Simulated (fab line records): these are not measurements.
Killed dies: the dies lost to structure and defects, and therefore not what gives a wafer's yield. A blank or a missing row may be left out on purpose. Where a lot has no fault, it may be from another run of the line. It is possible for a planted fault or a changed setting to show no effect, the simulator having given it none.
Chamber matching    flow sky130    SKY_VIA4_CMP_21 on cmp-02 has 4 sister chambers
The step polishes, stops on SiO2, t overpolish 25 s, target thk 0 nm. 8 wafers are shown with their chamber, then 12 later ones without.

== WAFERS WITH THEIR CHAMBER ==
wafer   chamber  motor current A (A)  time to endpoint s (s)
L079.3  1        12.5                 124
L083.1  1        11.9                 122
L084.2  2        11.5                 120
L084.5  3        9.6                  134
L084.6  0        11.3                 138
L086.4  0        10.7                 131
L086.5  2        11.1                 119
L086.6  3        9.8                  131

== WAFERS WHOSE CHAMBER IS MISSING ==
wafer   motor current A (A)  time to endpoint s (s)
L090.1  10.5                 120
L090.2  12.8                 115
L090.4  11.0                 113
L089.3  10.9                 119
L089.4  10.9                 108
L089.6  11.4                 108
L092.2  11.5                 114
L092.5  11.0                 112
L092.6  12.5                 119
L093.1  12.4                 131
L093.4  11.2                 120
L093.5  11.5                 118

== THE CHAMBER EACH PASSED THROUGH ==
wafer    from the rows above       in truth
L090.1   2                         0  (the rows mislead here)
L090.2   can't be placed: 1 or 2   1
L090.4   2                         2
L089.3   2                         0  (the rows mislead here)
L089.4   2                         2
L089.6   can't be placed: 2 or 1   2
L092.2   can't be placed: 2 or 1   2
L092.5   2                         2
L092.6   can't be placed: 1 or 2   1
L093.1   can't be placed: 1 or 0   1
L093.4   2                         2
L093.5   can't be placed: 2 or 1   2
4 of 12 placed correctly. Can't be placed from these rows: 6 (the true chamber is among the candidates in 6). Placed wrongly: 2.
How it was worked out, from the rows above alone: a wafer's distance from a chamber is the root of the sum, over the readings, of the square of ((its reading less the chamber's mean) divided by the reading's scatter). If the next closest chamber is less than 2 further off than the closest, the wafer can't be placed; otherwise it belongs to the closest. For every chamber, the mean is computed from those of its wafers that are shown. How the scatter is found: for the shown wafers, subtract from each reading the mean of its chamber, square and add these, divide the total by (wafers less chambers), then take the root.
